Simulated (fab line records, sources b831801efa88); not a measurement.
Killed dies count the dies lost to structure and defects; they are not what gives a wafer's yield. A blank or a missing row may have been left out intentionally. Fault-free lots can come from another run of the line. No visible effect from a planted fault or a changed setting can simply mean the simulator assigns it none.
2 desks looking at one fault	flow gf180mcu	each desk holds nothing but its own numbers, with what lay behind them at the end

THE TOOL OWNER'S DESK: hdpcvd-01
The tool's own readings at GF_V1_CVD_00 (deposits SiO2, target thk 600 nm, time 100 s): means of the sampled wafers that have a number, for each lot that ran on this tool. Any lot whose mean is over 4 standard deviations away from the usual mean is out of limits and marked OUT; that distance is given in the brackets.
Columns: A = sih4-flow-sccm at GF_V1_CVD_00, usual 59.98 sccm
lot	first seen here	A
L490	day 16 21:31	60.12
L492	day 17 13:59	59.85
L493	day 18 10:16	49.70 (-64) OUT
L494	day 18 17:29	50.14 (-61) OUT
L501	day 21 04:35	60.00
L502	day 21 15:29	59.87
L506	day 23 06:34	60.00
L510	day 24 11:45	60.18
This desk's finding: out of limits on L493, L494; first on L493, day 18 10:16 (sih4-flow-sccm at GF_V1_CVD_00). L490, L492, L501, L502, L506, L510: within limits.

THE METROLOGY DESK
What the gauges read for every lot (on any tool): the sampled wafers with a number, averaged. Any lot whose mean is over 4 standard deviations away from the usual mean is out of limits and marked OUT; that distance is given in the brackets.
Columns: A = V1_CVD_00_THK at GF_V1_THK_MEAS_01, usual 599 nm
lot	first seen here	A
L490	day 16 21:35	597
L492	day 17 14:05	599
L493	day 18 10:21	503 (-18) OUT
L494	day 18 17:34	506 (-17) OUT
L495	day 19 04:17	596
L501	day 21 04:40	598
L502	day 21 15:34	593
L506	day 23 06:39	604
L507	day 23 14:49	591
L508	day 24 00:51	591
L510	day 24 11:49	605
L512	day 24 21:49	594
This desk's finding: out of limits on L493, L494; first on L493, day 18 10:21 (V1_CVD_00_THK at GF_V1_THK_MEAS_01). L490, L492, L495, L501, L502, L506, L507, L508, L510, L512: within limits.

TAKEN TOGETHER
An alarm could have come from the tool owner's desk at day 18 10:16, on L493, L494.
Metrology desk: alarm possible at day 18 10:21 on L493, L494.
Every lot named ran GF_V1_CVD_00 on hdpcvd-01.

WHAT WAS PUT IN BY THE SIMULATOR
hdpcvd-01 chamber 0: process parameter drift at GF_V1_CVD_00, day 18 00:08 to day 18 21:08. The setting sih4-flow-sccm was moved by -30, starting from 60. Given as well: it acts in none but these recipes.
Shown lots that were struck: L493, L494.
Delay (hours) between the fault's onset and each desk's first out-of-limits reading: 10 at the tool owner's desk, 10 at the metrology desk.
